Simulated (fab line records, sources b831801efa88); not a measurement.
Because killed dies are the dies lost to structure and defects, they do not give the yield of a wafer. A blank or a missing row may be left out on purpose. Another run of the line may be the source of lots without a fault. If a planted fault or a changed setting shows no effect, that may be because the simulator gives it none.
A single fault, viewed from 2 desks :: flow sky130 :: every desk sees just its own numbers, and what lay behind them comes last

## AT THE METROLOGY DESK
What the gauges read for every lot (on any tool): the sampled wafers with a number, averaged. A lot is out of limits, marked OUT, if its mean lies more than 4 standard deviations from the usual mean; the brackets give that distance.
Columns: A = VIA4_W_THK at SKY_VIA4_THK_MEAS_20, usual 517 nm; B = METAL5_ALCU_RS at SKY_METAL5_RS_MEAS_05, usual 0.0270 ohm/sq; C = METAL5_ALCU_THK at SKY_METAL5_THK_MEAS_06, usual 1139 nm
lot: L610
first seen here: day 42 22:59
A: 519
B: 0.0272
C: 1132

lot: L612
first seen here: day 43 16:18
A: 528
B: 0.0271
C: 1140

lot: L615
first seen here: day 44 16:02
A: 523
B: 0.0270
C: 1140

lot: L621
first seen here: day 46 06:35
A: 511
B: 0.0252 (-5.8) OUT
C: 1217 (+6.0) OUT

lot: L622
first seen here: day 46 19:02
A: 509
B: 0.0256 (-4.5) OUT
C: 1197 (+4.5) OUT

lot: L623
first seen here: day 46 23:28
A: 521
B: 0.0274
C: 1130

lot: L626
first seen here: day 47 11:17
A: 520
B: 0.0270
C: 1141

lot: L628
first seen here: day 47 20:56
A: 533
B: 0.0268
C: 1146

lot: L630
first seen here: day 48 09:58
A: 501
B: 0.0274
C: 1126
This desk finds L621, L622 out of limits, with the earliest case on L621 at day 46 07:08 (METAL5_ALCU_RS at SKY_METAL5_RS_MEAS_05). L610, L612, L615, L623, L626, L628, L630 stayed within limits.

## THE TOOL OWNER'S DESK: pvdSputter-04
The tool's own readings at SKY_METAL5_SPUTTER_02 (material AlCu, target thk 1150 nm, time 61.2 s): means of the sampled wafers that have a number, for each lot that ran on this tool. A lot is out of limits, marked OUT, if its mean lies more than 4 standard deviations from the usual mean; the brackets give that distance.
Columns: A = chamberPressurePa at SKY_METAL5_SPUTTER_02, usual 0.4001 Pa; B = throttleValvePct at SKY_METAL5_SPUTTER_02, usual 29.9 %
lot: L610
first seen here: day 42 23:31
A: 0.3997
B: 30.1

lot: L612
first seen here: day 43 16:44
A: 0.3997
B: 30.0

lot: L621
first seen here: day 46 06:59
A: 0.4001
B: 30.1

lot: L622
first seen here: day 46 19:26
A: 0.3997
B: 30.7
Finding of this desk: none of the 4 lots has anything out of limits.

## TAKEN TOGETHER
The metrology desk could have raised an alarm at day 46 07:08, on L621, L622.
The desk of the tool owner found nothing out of limits.
Tool owner's desk: L621, L622 on record, inside its limits.
Of the lots named, all ran SKY_METAL5_SPUTTER_02 on pvdSputter-04.

## WHAT WAS PUT IN BY THE SIMULATOR
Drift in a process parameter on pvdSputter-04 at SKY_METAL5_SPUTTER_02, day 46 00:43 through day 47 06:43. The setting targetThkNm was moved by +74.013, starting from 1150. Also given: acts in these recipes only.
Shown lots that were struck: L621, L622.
Per desk, hours elapsed from the start of the fault to the first reading out of limits: for the metrology desk, 6.
